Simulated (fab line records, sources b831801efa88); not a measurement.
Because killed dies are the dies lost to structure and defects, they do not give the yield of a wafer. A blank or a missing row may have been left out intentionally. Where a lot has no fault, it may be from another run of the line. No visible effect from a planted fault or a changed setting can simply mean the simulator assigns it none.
Code-filled problem report in 8D (eight disciplines) form -- flow gf180mcu -- the parts of the form that need people (team, actions taken, sign-off) are left out

## 1. WHAT IS WRONG
Across 2 wafers from 2 lots, V3_CVD_02_THK at GF_V3_THK_MEAS_03 averages 913 nm, while fault-free wafers read 848 nm with a standard deviation of 13. That is +5.0 standard deviations from the usual mean.
Seen first at day 23 08:32 on film_metro-01, wafer L381.5. The record holds 36 wafers of 12 lots with a number at this step. The rule behind "out" and "out of limits": a value lying over 4 standard deviations away from the usual mean. Any other wafer with a number is counted as sound.

## 2. WHAT IT IS, WHAT IT ISN'T
question,is,is not
which readings at this step,V3_CVD_02_THK,-
which lots,"L381, L383","L376, L378, L379, L386, L391, L393, L396, L397, L398, L399"
which wafers of those lots,"L381.5, L383.2","L381.4, L381.6, L383.1, L383.3"
read on which gauges,"film_metro-01, film_metro-02",film_metro-04
when,from day 23 08:32,"up to then (11 sound wafers); but 23 sound wafers of L383, L386, L391, L393, L396, L397, L398, L399 came after"

## 3. THE SUSPECTS, EACH WITH WHAT RULES IT OUT
Counting: any tool at a process step up to the reading remains a suspect provided it ran every lot that is out. Sound lots after the first of them don't rule it out here, since some wafers of a struck lot are sound.
- the gauge at GF_V3_THK_MEAS_03: ruled out. Those wafers that are out were read across 2 gauges (film_metro-01, film_metro-02).
- pecvd-02 at GF_V3_CVD_02 (deposits SiO2 from TEOS, target thk 850 nm, time 94.851 s): kept. Every lot that is out went through it, the first being L381 (day 23 08:28); the last sound lot it ran before that was L379 (day 22 18:22).
- Within pecvd-02 at GF_V3_CVD_02: the wafers that are out ran in chamber 1; their sound lot-mates ran in chambers 0, 2.
After counting, what remains is pecvd-02 at GF_V3_CVD_02.

## 4. THE CAUSE (what the simulator had put in)
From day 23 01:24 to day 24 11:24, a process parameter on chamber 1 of pecvd-02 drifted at GF_V3_CVD_02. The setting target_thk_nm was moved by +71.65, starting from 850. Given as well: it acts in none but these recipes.
This tool alone remained once counting was done.

## 5. SEQUENCE OF EFFECTS, ordered by route
Each row: a reading where the mean over the struck wafers with a number is more than 3 standard deviations away from the usual. Readings are gone through only where the record gives a usual standard deviation; hours: the median, over the lots, of the time from a lot's start at the first step in this table giving one to that lot's start at this step; sigmas: the change measured in usual standard deviations.
hours,step,reading,usual,on struck wafers,change,sigmas
0,GF_V3_THK_MEAS_03,V3_CVD_02_THK,848 nm,913,+65,+5.0
0,GF_V3_CMP_04,time_to_endpoint_s,78 s,104,+26,+4.5
Process steps it contains:
- GF_V3_CMP_04: polishes SiO2.
Later measuring or inspecting steps at which every struck wafer that the step has a row for has a number for every such reading, and none has moved that far: GF_V3_OVL_MEAS_15.

## 6. HOW IT WOULD HAVE BEEN CAUGHT EARLIER
Counted from the fault's start at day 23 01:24, it took 7 hours until the first out-of-limits reading at a measuring or inspecting step in this record, taken at day 23 08:32.
Tool readings at GF_V3_CVD_02 with a usual standard deviation given in the record: none out on any struck wafer, hence no alarm at a limit of 4 standard deviations on them.
Of the lots that are out (2), L383 began GF_V3_CVD_02 on pecvd-02 after day 23 08:32. Had the tool been put on hold then, it would have been spared.
